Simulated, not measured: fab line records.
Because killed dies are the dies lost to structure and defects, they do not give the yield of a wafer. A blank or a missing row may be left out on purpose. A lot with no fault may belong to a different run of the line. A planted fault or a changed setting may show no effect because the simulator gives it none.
fab line records	flow sky130
[record] lots = 7	wafers = 20	lastDay = 50
route steps=708 shown VT_ADJUST_PCH@148 SONOS_TUNNEL@154 PAD_OPEN@708
lots that met no fault: taken from a fault-free run of the same line
startH: the number of hours between the record's first day and the start of the first shown wafer of the lot	waitH: time in hours since the lot's previous step	" the same as in the row above	L1.1+2: a single row standing in for several wafers	- either no value or no given start	* or withheld: withheld	< > ~ a bound
route shown NAME@n: NAME is a module with steps in the file, n the number in the route of the first one	usual: the fault-free wafers' mean and standard deviation	same: alike in all rows	chamber/n: place in a boat	sites: readings site by site	_std_site: standard deviation across them	_edge_site: inner sites' mean taken away from outer sites' mean	radiusMm: how far each site lies from the wafer's centre	mask NAME#n: copy n	behind: the most recent tool/chamber to have shaped the wafer	hold: reason for holding the lot/hours on hold/outcome of the hold	device: transistor that didn't switch, given as n, p or np	end of line: the tests these same wafers got at the end of their route	step lacking rows: just its recipe	killed: dies that structure and defects cost at the first sort, which is not the same as the wafer's yield	map: shows each die of a wafer: x if killed, . if not, _ if none is there
set.NAME: the setting as run; set.NAME@STEP: as run at that earlier step	model.NAME: the simulator's own value behind a step, which no gauge read
lots at some steps of the route; a table a step, a row a wafer
services: the hour from which a tool's chamber was out of use, counted from the record's first day as startH (under 0 if before that day), plus the number of hours and why
[[steps]]
[step SKY_VT_ADJUST_PCH_PEB_05]
[recipe] tempC = 115	timeS = withheld
[step SKY_VT_ADJUST_PCH_DEVELOP_06]
[recipe] wallAngleDeg = 90	developer = TMAH	developTimeS = 60	devTempC = 23
[step SKY_VT_ADJUST_PCH_OVL_MEAS_07]
[usual] VT_ADJUST_PCH_OVL = 0.2/1.4
lot.wafer	tool	chamber	startH	waitH	VT_ADJUST_PCH_OVL[nm]
L786.1	overlay-02	-	251.26	-	0.0
L786.4	"	-	"	"	-1.2
L786.6	"	-	"	"	1.6
L789.1	overlay-02	-	268.96	-	0.5
L789.5	"	-	"	"	0.7
L789.6	"	-	"	"	1.0
L799.1	overlay-01	-	338.67	-	1.6
L799.6	"	-	"	"	-0.3
L800.3	overlay-02	-	346.17	-	-1.0
L800.5	"	-	"	"	0.4
L800.6	"	-	"	"	-0.3
L801.1	overlay-02	-	353.07	-	-0.5
L801.3	"	-	"	"	1.9
L801.5	"	-	"	"	0.2
L803.1	overlay-02	-	366.52	-	-1.4
L803.2	"	-	"	"	0.5
L803.6	"	-	"	"	-1.2
L807.1	overlay-02	-	396.72	-	3.0
L807.5	"	-	"	"	-0.2
L807.6	"	-	"	"	0.3
[step SKY_VT_ADJUST_PCH_IMPLANT_08]
[recipe] species = B	energyKev = 10	doseCm2 = 5e+11	tiltDeg = withheld
[step SKY_VT_ADJUST_PCH_STRIP_09]
[recipe] chemistry = O2/N2	powerW = 1400	pressureMtorr = 1500	platenTempC = withheld	o2FlowSccm = 3000	n2FlowSccm = 300	overashFraction = 0.5
[usual] drypumpMotorCurrentA = 6.0/0.36	oesProductAu = 0.722/0.0046	stripTimeToEndpointS = 36.90/0.089
[same] overashFraction = 0.5
lot.wafer	tool	chamber	startH	waitH	drypumpMotorCurrentA	oesProductAu	rfHoursCounterH	stripTimeToEndpointS
L786.1	plasmaAsher-03	1	251.44	0.1	6.5	0.720	42	36.90
L786.4	"	1	"	"	6.6	0.721	-	36.89
L786.6	"	0	"	"	6.3	0.728	-	37.01
L789.1	plasmaAsher-01	1	269.15	0.1	5.7	0.720	15	36.90
L789.5	"	0	"	"	5.2	0.718	-	36.83
L789.6	"	1	"	"	5.7	0.719	-	36.96
L799.1	plasmaAsher-03	1	338.86	0.1	6.5	0.723	51	37.01
L799.6	"	1	"	"	6.5	0.722	-	36.98
L800.3	plasmaAsher-02	0	346.38	0.1	5.7	0.721	-	37.00
L800.5	"	1	"	"	6.1	0.718	-	37.00
L800.6	"	0	"	"	5.7	0.734	-	36.89
L801.1	plasmaAsher-02	1	353.26	0.1	6.1	0.729	66	37.00
L801.3	"	1	"	"	6.1	0.719	-	37.02
L801.5	"	1	"	"	6.1	0.730	-	37.04
L803.1	plasmaAsher-01	1	366.71	0.1	5.7	0.731	24	37.02
L803.2	"	0	"	"	5.2	0.722	24	36.95
L803.6	"	0	"	"	5.2	0.718	-	37.02
L807.1	plasmaAsher-02	0	396.91	0.1	5.7	0.720	70	36.99
L807.5	"	0	"	"	5.7	0.720	-	36.92
L807.6	"	1	"	"	6.1	0.722	-	36.99
[step SKY_VT_ADJUST_PCH_TW_MEAS_10]
[usual] VT_ADJUST_PCH_TW = 143.1/0.74
lot.wafer	tool	chamber	startH	waitH	VT_ADJUST_PCH_TW
L786.1	filmMetro-02	-	251.54	0.1	143.2
L786.4	"	-	"	"	142.4
L786.6	"	-	"	"	143.2
L789.1	filmMetro-02	-	269.25	0.1	143.2
L789.5	"	-	"	"	142.5
L789.6	"	-	"	"	142.6
L799.1	filmMetro-02	-	338.96	0.1	142.9
L799.6	"	-	"	"	143.1
L800.3	filmMetro-04	-	346.47	0.1	143.4
L800.5	"	-	"	"	142.1
L800.6	"	-	"	"	142.4
L801.1	filmMetro-02	-	353.36	0.1	143.3
L801.3	"	-	"	"	143.7
L801.5	"	-	"	"	143.4
L803.1	filmMetro-01	-	366.81	0.1	143.0
L803.2	"	-	"	"	142.0
L803.6	"	-	"	"	143.2
L807.1	filmMetro-01	-	397.01	0.1	142.6
L807.5	"	-	"	"	142.4
L807.6	"	-	"	"	142.4
[step SKY_SONOS_TUNNEL_DEHYDRATE_00]
[recipe] tempC = 200	timeS = 60
[step SKY_SONOS_TUNNEL_HMDS_01]
[recipe] primeTimeS = 60	primeTempC = 120
[step SKY_SONOS_TUNNEL_COAT_02]
[recipe] resist = NOVOLAK	spinRpm = 3000	resistThkNm = 1140
[step SKY_SONOS_TUNNEL_SOFTBAKE_03]
[recipe] tempC = 90	timeS = 60	resist = NOVOLAK
[step SKY_SONOS_TUNNEL_EXPOSE_04]
[recipe] maskId = TUNM	na = 0.6	sourceShape = conventional	sigmaOuter = 0.6	polarization = unpolarized	targetCdNm = 410	doseMj = 136
[step SKY_SONOS_TUNNEL_PEB_05]
[recipe] tempC = withheld	timeS = *	resist = NOVOLAK
[step SKY_SONOS_TUNNEL_DEVELOP_06]
[recipe] resist = NOVOLAK	developer = TMAH	developTimeS = 60	devTempC = 23
[usual] chillPlateTempC = 23.01/0.1	developerTempC = 22.99/0.099	exhaustPa = 44.8/0.83
lot.wafer	tool	chamber	startH	waitH	chillPlateTempC	developerTempC	exhaustPa
L786.1	lithoTrack-01	0	274.39	0.1	22.95	23.03	44.7
L786.4	"	0	"	"	23.07	23.07	44.4
L786.6	"	0	"	"	22.92	23.09	43.7
L789.1	lithoTrack-03	0	291.96	0.1	23.05	23.02	44.3
L789.5	"	0	"	"	22.95	22.84	43.8
L789.6	"	0	"	"	22.94	22.91	44.8
L799.1	lithoTrack-01	0	366.79	0.1	23.06	22.88	42.7
L799.6	"	0	"	"	23.10	23.05	43.2
L800.3	lithoTrack-01	0	373.94	0.1	23.09	22.93	46.2
L800.5	"	0	"	"	23.08	22.97	45.7
L800.6	"	0	"	"	23.11	23.01	45.3
L801.1	lithoTrack-01	0	380.99	0.1	23.02	22.85	44.8
L801.3	"	0	"	"	22.92	23.00	44.7
L801.5	"	0	"	"	22.84	22.91	43.7
L803.1	lithoTrack-03	0	394.96	0.1	23.02	23.16	44.0
L803.2	"	0	"	"	22.89	23.03	44.7
L803.6	"	0	"	"	23.12	22.98	43.8
L807.1	lithoTrack-02	0	426.91	0.1	22.90	22.94	43.2
L807.5	"	0	"	"	22.96	22.82	45.4
L807.6	"	0	"	"	22.98	22.91	44.9
[step SKY_SONOS_TUNNEL_CD_MEAS_07]
[recipe] targetCdNm = 410
[usual] cdNm = 409.1/2.4
lot.wafer	tool	chamber	startH	waitH	cdNm
L786.1	cdSem-01	-	274.54	0.1	402.0
L786.4	"	-	"	"	403.6
L786.6	"	-	"	"	402.7
L789.1	cdSem-01	-	292.11	0.1	407.2
L789.5	"	-	"	"	406.7
L789.6	"	-	"	"	406.4
L799.1	cdSem-02	-	367.11	0.3	282.9
L799.6	"	-	"	"	285.4
L800.3	cdSem-01	-	374.08	0.1	411.8
L800.5	"	-	"	"	412.1
L800.6	"	-	"	"	286.5
L801.1	cdSem-02	-	381.14	0.1	279.4
L801.3	"	-	"	"	405.8
L801.5	"	-	"	"	405.5
L803.1	cdSem-02	-	395.11	0.1	410.2
L803.2	"	-	"	"	410.1
L803.6	"	-	"	"	408.3
L807.1	cdSem-01	-	427.06	0.1	411.1
L807.5	"	-	"	"	412.2
L807.6	"	-	"	"	410.5
[step SKY_SONOS_TUNNEL_OVL_MEAS_08]
[usual] SONOS_TUNNEL_OVL = -0.1/1.2
lot.wafer	tool	chamber	startH	waitH	SONOS_TUNNEL_OVL[nm]
L786.1	overlay-02	-	274.66	0.1	2.4
L786.4	"	-	"	"	0.1
L786.6	"	-	"	"	-0.2
L789.1	overlay-01	-	292.23	0.1	-1.7
L789.5	"	-	"	"	-0.8
L789.6	"	-	"	"	-0.9
L799.1	overlay-01	-	367.23	0.1	0.5
L799.6	"	-	"	"	0.3
L800.3	overlay-02	-	374.17	0.1	0.2
L800.5	"	-	"	"	-1.0
L800.6	"	-	"	"	-0.7
L801.1	overlay-01	-	381.26	0.1	-0.8
L801.3	"	-	"	"	-1.5
L801.5	"	-	"	"	-1.3
L803.1	overlay-01	-	395.23	0.1	0.0
L803.2	"	-	"	"	0.4
L803.6	"	-	"	"	-0.9
L807.1	overlay-02	-	427.18	0.1	0.0
L807.5	"	-	"	"	0.8
L807.6	"	-	"	"	0.1
[step SKY_PAD_OPEN_PROBE_99]
[usual] killed_at_M0_to_M3 = 43/6.7	killed_at_M4_up = 3.2/2.1	killedAtContacts = 25/5.9	killedAtFrontEnd = 16/4.7	killedAtOther = 0.3/0.54	killedDies = 87/9.8	killedOnRim = 17/3.7	killedOpen = 47/6.7	killedShort = 40/6.5
[same] grossDies = 492	killedAtBackSide = 0
lot.wafer	tool	chamber	startH	waitH	killed_at_M0_to_M3	killed_at_M4_up	killedAtContacts	killedAtFrontEnd	killedAtOther	killedDies	killedOnRim	killedOpen	killedShort	model.etest.sonosProgrammed.offLog10AUm	model.etest.sonosUncharged.vtV
L786.1	prober-01	-	1106.25	0.1	57	2	19	23	0	101	20	53	48	-13.98	-0.4428
L786.4	prober-01	-	1106.40	0.2	38	2	25	26	1	92	18	41	51	-14.02	-0.4421
L786.6	prober-01	-	1106.50	0.2	40	6	23	19	0	88	23	44	44	-14.01	-0.377
L789.1	prober-01	-	1114.51	0.1	42	4	20	16	0	82	20	47	35	-13.93	-0.4268
L789.5	prober-01	-	1114.71	0.2	36	3	26	20	0	85	20	45	40	-13.93	-0.4645
L789.6	prober-01	-	1114.76	0.2	41	4	33	16	2	96	20	48	48	-13.9	-0.4152
L799.1	prober-01	-	1166.33	0.1	35	4	22	22	0	83	18	45	38	-13.87	-0.496
L799.6	prober-01	-	1166.58	0.2	52	2	27	15	0	96	15	55	41	-13.76	-0.503
L800.3	prober-02	-	1171.21	0.2	61	3	20	22	0	106	26	55	51	-13.9	-0.4433
L800.5	prober-02	-	1171.31	0.2	45	3	26	27	1	102	25	54	48	-13.95	-0.4861
L800.6	prober-02	-	1171.36	0.2	39	1	32	15	0	87	18	56	31	-13.94	-0.5303
L801.1	prober-01	-	1175.65	0.1	48	3	26	19	1	97	24	52	45	-13.94	-0.4852
L801.3	prober-01	-	1175.75	0.2	35	2	21	17	0	75	17	47	28	-13.94	-0.3879
L801.5	prober-01	-	1175.85	0.2	43	4	35	19	0	101	24	61	40	-14.08	-0.4144
L803.1	prober-01	-	1184.74	0.1	36	7	35	14	0	92	21	51	41	-13.88	-0.4366
L803.2	prober-01	-	1184.79	0.1	44	0	26	16	0	86	20	51	35	-13.96	-0.3974
L803.6	prober-01	-	1184.99	0.2	46	5	34	21	0	106	16	63	43	-13.9	-0.4232
L807.1	prober-01	-	1201.83	0.1	50	3	24	16	0	93	16	55	37	-14.1	-0.3861
L807.5	prober-01	-	1202.03	0.2	42	1	29	18	0	90	15	52	38	-14.01	-0.3947
L807.6	prober-01	-	1202.08	0.2	42	1	17	12	0	72	10	44	28	-13.88	-0.4015
// killed by level:class
L786.1 VIA1:geometricParticle:open=18 METAL2:geometricParticle:short=10 FIELD_ISO:geometricParticle:open=9 VIA1:geometricParticle:short=6 LOCAL_INTERCONNECT:geometricParticle:short=5 FIELD_ISO:geometricParticle:short=4 LI_CONTACT:geometricParticle:open=4 CONTACT:geometricParticle:short=4
L786.4 VIA1:geometricParticle:open=9 VIA1:geometricParticle:short=9 POLY_GATE:geometricParticle:open=7 SPACER:geometricParticle:short=7 LI_CONTACT:geometricParticle:short=6 CONTACT:geometricParticle:open=6 FIELD_ISO:geometricParticle:short=5 CONTACT:geometricParticle:short=5
L786.6 LI_CONTACT:geometricParticle:open=9 VIA1:geometricParticle:open=8 FIELD_ISO:geometricParticle:short=7 VIA2:geometricParticle:open=6 VIA1:geometricParticle:short=6 FIELD_ISO:geometricParticle:open=5 CONTACT:geometricParticle:open=5 METAL1:geometricParticle:short=5
L789.1 VIA1:geometricParticle:open=12 CONTACT:geometricParticle:open=8 LI_CONTACT:geometricParticle:open=6 METAL2:geometricParticle:short=6 POLY_GATE:geometricParticle:open=5 VIA2:geometricParticle:open=5 POLY_GATE:geometricParticle:short=4 VIA3:geometricParticle:open=4
L789.5 VIA1:geometricParticle:open=10 LI_CONTACT:geometricParticle:open=7 CONTACT:geometricParticle:short=7 POLY_GATE:geometricParticle:open=6 VIA1:geometricParticle:short=5 LOCAL_INTERCONNECT:geometricParticle:short=4 CONTACT:geometricParticle:open=4 VIA2:geometricParticle:open=4
L789.6 VIA1:geometricParticle:open=14 CONTACT:geometricParticle:open=12 LI_CONTACT:geometricParticle:open=8 LI_CONTACT:geometricParticle:short=6 VIA1:geometricParticle:short=6 FIELD_ISO:geometricParticle:short=5 POLY_GATE:geometricParticle:short=5 METAL1:geometricParticle:short=5
L799.1 LI_CONTACT:geometricParticle:open=10 VIA1:geometricParticle:open=9 POLY_GATE:geometricParticle:short=8 POLY_GATE:geometricParticle:open=6 METAL3:geometricParticle:short=6 VIA1:geometricParticle:short=5 VIA2:geometricParticle:open=5 LI_CONTACT:geometricParticle:short=4
L799.6 VIA1:geometricParticle:open=15 CONTACT:geometricParticle:open=10 VIA3:geometricParticle:open=10 VIA2:geometricParticle:open=8 POLY_GATE:geometricParticle:short=6 CONTACT:geometricParticle:short=6 LOCAL_INTERCONNECT:geometricParticle:short=4 VIA3:geometricParticle:short=4
L800.3 VIA1:geometricParticle:open=16 VIA1:geometricParticle:short=13 FIELD_ISO:geometricParticle:short=8 VIA2:geometricParticle:open=8 LI_CONTACT:geometricParticle:open=7 METAL2:geometricParticle:short=7 FIELD_ISO:geometricParticle:open=6 CONTACT:geometricParticle:open=5
L800.5 CONTACT:geometricParticle:open=13 VIA3:geometricParticle:open=8 METAL1:geometricParticle:short=7 FIELD_ISO:geometricParticle:open=6 POLY_GATE:geometricParticle:short=6 VIA1:geometricParticle:open=6 METAL2:geometricParticle:short=6 FIELD_ISO:geometricParticle:short=5
L800.6 CONTACT:geometricParticle:open=14 VIA1:geometricParticle:open=11 LI_CONTACT:geometricParticle:open=9 VIA3:geometricParticle:short=5 VIA3:geometricParticle:open=4 FIELD_ISO:geometricParticle:open=4 LOCAL_INTERCONNECT:geometricParticle:short=4 METAL2:geometricParticle:short=4
L801.1 VIA1:geometricParticle:open=12 CONTACT:geometricParticle:open=11 METAL1:geometricParticle:short=11 POLY_GATE:geometricParticle:short=9 LI_CONTACT:geometricParticle:open=7 VIA3:geometricParticle:open=7 FIELD_ISO:geometricParticle:open=5 CONTACT:geometricParticle:short=5
L801.3 CONTACT:geometricParticle:open=11 VIA1:geometricParticle:open=8 VIA2:geometricParticle:open=7 VIA3:geometricParticle:open=7 POLY_GATE:geometricParticle:short=6 FIELD_ISO:geometricParticle:open=4 CONTACT:geometricParticle:short=3 VIA1:geometricParticle:short=3
L801.5 CONTACT:geometricParticle:open=18 VIA1:geometricParticle:open=14 LI_CONTACT:geometricParticle:open=9 POLY_GATE:geometricParticle:short=7 CONTACT:geometricParticle:short=5 VIA2:geometricParticle:open=5 VIA1:geometricParticle:short=5 POLY_GATE:geometricParticle:open=4
L803.1 CONTACT:geometricParticle:open=10 LI_CONTACT:geometricParticle:open=9 LOCAL_INTERCONNECT:geometricParticle:short=9 VIA1:geometricParticle:open=8 VIA2:geometricParticle:open=7 METAL4:geometricParticle:short=7 FIELD_ISO:geometricParticle:short=5 VIA3:geometricParticle:open=5
L803.2 LI_CONTACT:geometricParticle:open=13 VIA3:geometricParticle:open=9 VIA1:geometricParticle:open=8 VIA2:geometricParticle:open=7 FIELD_ISO:geometricParticle:short=6 VIA1:geometricParticle:short=6 CONTACT:geometricParticle:open=6 FIELD_ISO:geometricParticle:open=5
L803.6 VIA2:geometricParticle:open=13 LI_CONTACT:geometricParticle:open=11 CONTACT:geometricParticle:open=11 POLY_GATE:geometricParticle:short=9 CONTACT:geometricParticle:short=9 VIA3:geometricParticle:open=6 METAL1:geometricParticle:open=5 VIA1:geometricParticle:open=5
L807.1 VIA1:geometricParticle:open=17 CONTACT:geometricParticle:open=9 FIELD_ISO:geometricParticle:short=7 VIA2:geometricParticle:open=7 LI_CONTACT:geometricParticle:open=6 VIA3:geometricParticle:open=6 VIA1:geometricParticle:short=5 METAL2:geometricParticle:short=5
L807.5 CONTACT:geometricParticle:open=10 POLY_GATE:geometricParticle:open=9 VIA1:geometricParticle:open=9 LI_CONTACT:geometricParticle:open=7 METAL1:geometricParticle:short=7 LOCAL_INTERCONNECT:geometricParticle:short=6 METAL2:geometricParticle:short=6 VIA2:geometricParticle:open=5
L807.6 VIA1:geometricParticle:open=11 LI_CONTACT:geometricParticle:open=8 VIA3:geometricParticle:open=8 CONTACT:geometricParticle:open=5 VIA1:geometricParticle:short=5 POLY_GATE:geometricParticle:short=4 VIA2:geometricParticle:open=3 METAL2:geometricParticle:open=3
[[services]]
tool	chamber	startH	hours	kind
plasmaAsher-02	-	257.47	1.8	repair
plasmaAsher-03	-	368.85	0.5	repair
plasmaAsher-03	-	380.14	2.0	repair
plasmaAsher-02	-	405.66	4.3	pm
plasmaAsher-02	-	421.25	9.0	pm
plasmaAsher-02	0	421.25	9.0	ventCycle
plasmaAsher-02	1	421.25	9.0	ventCycle
[[key]]
[firstSign] step = SKY_SONOS_TUNNEL_CD_MEAS_07	reading = cdNm	direction = down	sigmas = 53	usual = 409.1	struck = 283.6
effect none on later readings
[modelEffect] step = SKY_PAD_OPEN_PROBE_99	value = etest.sonosProgrammed.offLog10AUm	without = -13.98	struck = -13.88
metAt SKY_SONOS_TUNNEL_DEVELOP_06
struckWafers L799.1,L799.6,L800.6,L801.1
testerLeftOut L799,L800,L801
onsetBetween 274.39 366.79
[fault] kind = processParameterDrift	tool = lithoTrack-01	chamber = -	onsetH = 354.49	steps = SKY_SONOS_TUNNEL_DEVELOP_06	channel = developTimeS	offset = *	shape = step	endH = 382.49	scope = struckWafersOnly	actsIn = *	stated = *
// testerLeftOut: of these lots the tester's yield and bins aren't shown, on N5 and GAA mostly nor the transistor test; their killed dies are dies lost to structure and defects alone, not to doping, threshold or leakage, so they don't give the yield
